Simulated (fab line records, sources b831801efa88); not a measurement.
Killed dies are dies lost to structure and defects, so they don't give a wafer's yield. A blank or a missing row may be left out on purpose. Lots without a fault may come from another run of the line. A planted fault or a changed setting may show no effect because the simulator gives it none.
Chamber matching | flow gf180mcu | GF_V1_CVD_02 on pecvd-01: 3 sister chambers
The step deposits SiO2 from TEOS, target thk 850 nm, time 94.851 s. 6 wafers are shown with their chamber, then 10 later ones without.

WAFERS WITH THEIR CHAMBER
wafer  | chamber | heater_power_w (W)
L083.3 | 2       | 653
L083.5 | 1       | 774
L090.3 | 2       | 624
L090.4 | 0       | 725
L093.1 | 1       | 770
L093.3 | 0       | 599

WAFERS WITHOUT THEIR CHAMBER
wafer  | heater_power_w (W)
L093.6 | 665
L094.2 | 733
L094.4 | 697
L094.6 | 577
L095.1 | 763
L095.3 | 736
L095.6 | 762
L097.1 | 774
L097.2 | 688
L097.3 | 698

WHICH CHAMBER EACH WENT THROUGH
wafer  | from the rows above          | in truth
L093.6 | can't be placed: 0 or 2 or 1 | 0
L094.2 | can't be placed: 1 or 0 or 2 | 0
L094.4 | can't be placed: 0 or 2 or 1 | 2
L094.6 | can't be placed: 2 or 0      | 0
L095.1 | can't be placed: 1 or 0      | 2
L095.3 | can't be placed: 1 or 0 or 2 | 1
L095.6 | can't be placed: 1 or 0      | 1
L097.1 | 1                            | 1
L097.2 | can't be placed: 0 or 2 or 1 | 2
L097.3 | can't be placed: 0 or 2 or 1 | 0
Placed correctly: 1 of 10. Can't be placed from these rows: 9 (the true chamber is among the candidates in 8). Placed wrongly: 0.
How it was worked out, from the rows above alone: a wafer's distance from a chamber is the root of the sum, over the readings, of the square of ((its reading less the chamber's mean) divided by the reading's scatter). The wafer belongs to the nearest chamber; if the next one is less than 2 further off, it can't be placed. A chamber's mean is the mean of its shown wafers. The scatter: the root of (the sum of the squares of (reading less its chamber's mean) over the shown wafers, divided by (wafers less chambers)).
